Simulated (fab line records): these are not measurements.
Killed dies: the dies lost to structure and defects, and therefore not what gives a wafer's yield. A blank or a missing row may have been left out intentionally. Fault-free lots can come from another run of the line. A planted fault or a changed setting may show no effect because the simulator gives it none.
Which of the tools did it? + flow sky130 + 11 lots with 33 wafers sampled at 2 steps, on a route of 708 steps

WHAT EACH GAUGE READ, for each wafer
SKY_FIELD_ISO_THK_MEAS_04.
| lot  | measured    | on           | FIELD_ISO_CVD_03_THK (nm) |
|------|-------------|--------------|---------------------------|
| L505 | day 1 14:17 | filmMetro-02 | 166.3 167.1 167.0         |
| L506 | day 1 20:26 | filmMetro-03 | 165.5 164.9 165.0         |
| L507 | day 2 01:49 | filmMetro-03 | 165.3 165.2 165.6         |
| L508 | day 2 05:11 | filmMetro-03 | 164.1 164.4 164.5         |
| L509 | day 2 11:21 | filmMetro-03 | 165.4 164.3 164.2         |
| L510 | day 2 14:46 | filmMetro-04 | 167.9 168.2 167.0         |
| L511 | day 2 21:31 | filmMetro-03 | 165.7 164.3 166.8         |
| L512 | day 3 02:37 | filmMetro-03 | 166.2 164.0 166.3         |
| L521 | day 4 21:29 | filmMetro-03 | 156.2 154.9 155.4         |
| L523 | day 5 07:50 | filmMetro-04 | 156.5 157.6 157.6         |
| L526 | day 5 23:38 | filmMetro-02 | 166.6 166.9 168.7         |

TOOL THAT RAN EACH LOT (tool first, then ch and the chambers of the sampled wafers, then the start)
| lot  | SKY_FIELD_ISO_CVD_03       |
|------|----------------------------|
| L505 | lpcvd-02 ch 0, day 1 12:28 |
| L506 | lpcvd-02 ch 0, day 1 18:37 |
| L507 | lpcvd-02 ch 1, day 2 00:01 |
| L508 | lpcvd-02 ch 0, day 2 03:23 |
| L509 | lpcvd-02 ch 1, day 2 09:33 |
| L510 | lpcvd-02 ch 0, day 2 12:58 |
| L511 | lpcvd-02 ch 0, day 2 19:43 |
| L512 | lpcvd-02 ch 0, day 3 00:49 |
| L521 | lpcvd-02 ch 1, day 4 19:41 |
| L523 | lpcvd-02 ch 1, day 5 06:02 |
| L526 | lpcvd-02 ch 0, day 5 21:50 |
- SKY_FIELD_ISO_CVD_03: deposits Si3N4 from DCS/NH3, target thk 165 nm, time 2830 s.

THE ANSWER, worked out from the rows above alone
Rule: the usual values come from the lots themselves. Put in order of their means at a reading, lots are off if they are a third of the lots or fewer, leave a main group of 4 or more, and stand apart from it by a gap of 3 or more times the standard deviation of the main group's means; of several such gaps the widest counts. A main group is skipped when, at the precision printed for the reading in the tables above, its means are all equal. Also off: a lot with no number at a reading for which 4 or more lots have one. All remaining lots with rows at the step are treated as sound.
Off: L521, L523, seen at SKY_FIELD_ISO_THK_MEAS_04 (FIELD_ISO_CVD_03_THK). Mean 165.8 nm and standard deviation 1.1 in the main group.
A tool fits if, at a process step before that reading, it ran every lot that is off, and no sound lot after the first of them. The gauges at SKY_FIELD_ISO_THK_MEAS_04 are tried like those tools. Not one of the candidates tried fits.

WHAT THE SIMULATOR PUT IN
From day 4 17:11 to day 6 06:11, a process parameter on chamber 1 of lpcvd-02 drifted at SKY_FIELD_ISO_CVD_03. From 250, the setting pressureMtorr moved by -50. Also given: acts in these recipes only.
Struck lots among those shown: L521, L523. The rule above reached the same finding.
